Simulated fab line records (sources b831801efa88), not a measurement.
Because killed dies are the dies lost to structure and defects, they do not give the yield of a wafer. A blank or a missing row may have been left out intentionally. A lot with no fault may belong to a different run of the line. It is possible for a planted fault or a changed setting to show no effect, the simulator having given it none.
2 desks looking at one fault    flow sfq-line    each desk has only its own numbers; what lay behind them comes last

AT THE METROLOGY DESK
What the gauges read, lot by lot, whatever tool the lot ran on: means of the sampled wafers that have a number. If a lot's mean is further than 4 standard deviations from the usual mean, the lot is out of limits and carries the mark OUT (the distance appears in the brackets).
Columns: A = INCOMING_BOW at SFQ_INCOMING_BOW_MEAS_900, usual 1 um; B = L0_MONX_KI_RS at SFQ_L0_RS_MEAS_901, usual 43.5 ohm/sq; C = L0_MONX_KI_THK at SFQ_L0_THK_MEAS_902, usual 40.0 nm
lot   first seen here  A  B     C
L123  day 2 06:00      1  43.3  40.0
L127  day 3 02:00      5  43.4  40.2
L128  day 3 07:00      4  44.2  39.2
L129  day 3 12:01      4  44.7  38.9
L140  day 5 19:02      1  43.7  40.0
L142  day 6 05:00      6  42.9  40.6
This desk found nothing out of limits on any of the 6 lots.

DESK OF THE TOOL OWNER: litho-track-04
The tool's own readings at SFQ_TRILAYER_L0_LITHO_PEB_008 (peb time 60 s): means of the sampled wafers that have a number, for each lot that ran on this tool. If a lot's mean is further than 4 standard deviations from the usual mean, the lot is out of limits and carries the mark OUT (the distance appears in the brackets).
Columns: A = chill-plate-temp-C at SFQ_TRILAYER_L0_LITHO_PEB_008, usual 23.00 C; B = heater-power-total-W at SFQ_TRILAYER_L0_LITHO_PEB_008, usual 79.15 W; C = plate-temp-C at SFQ_TRILAYER_L0_LITHO_PEB_008, usual 115.02 C
lot   first seen here  A      B                C
L127  day 6 04:49      23.00  79.21            115.07
L128  day 6 09:37      23.02  76.52 (-40) OUT  112.05 (-23) OUT
L129  day 6 18:02      22.92  76.48 (-40) OUT  112.13 (-22) OUT
L142  day 10 07:57     22.87  79.07            114.97
This desk's verdict: out of limits on L128, L129, starting with L128 at day 6 09:37 (heater-power-total-W at SFQ_TRILAYER_L0_LITHO_PEB_008). Within limits: L127, L142.

BROUGHT TOGETHER
At day 6 09:37, on L128, L129, the tool owner's desk was in a position to raise an alarm.
From the metrology desk's view, nothing was out of limits.
The metrology desk holds a record of L128, L129, inside its limits.
SFQ_TRILAYER_L0_LITHO_PEB_008 was run on litho-track-04 by each of the lots named.

WHAT THE SIMULATOR HAD INSERTED
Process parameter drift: litho-track-04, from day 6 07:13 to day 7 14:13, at SFQ_TRILAYER_L0_LITHO_PEB_008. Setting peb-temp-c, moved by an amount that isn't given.
Shown lots that were struck: L128, L129.
Each desk's first reading out of limits, in hours after the fault started: the tool owner's desk, 2.
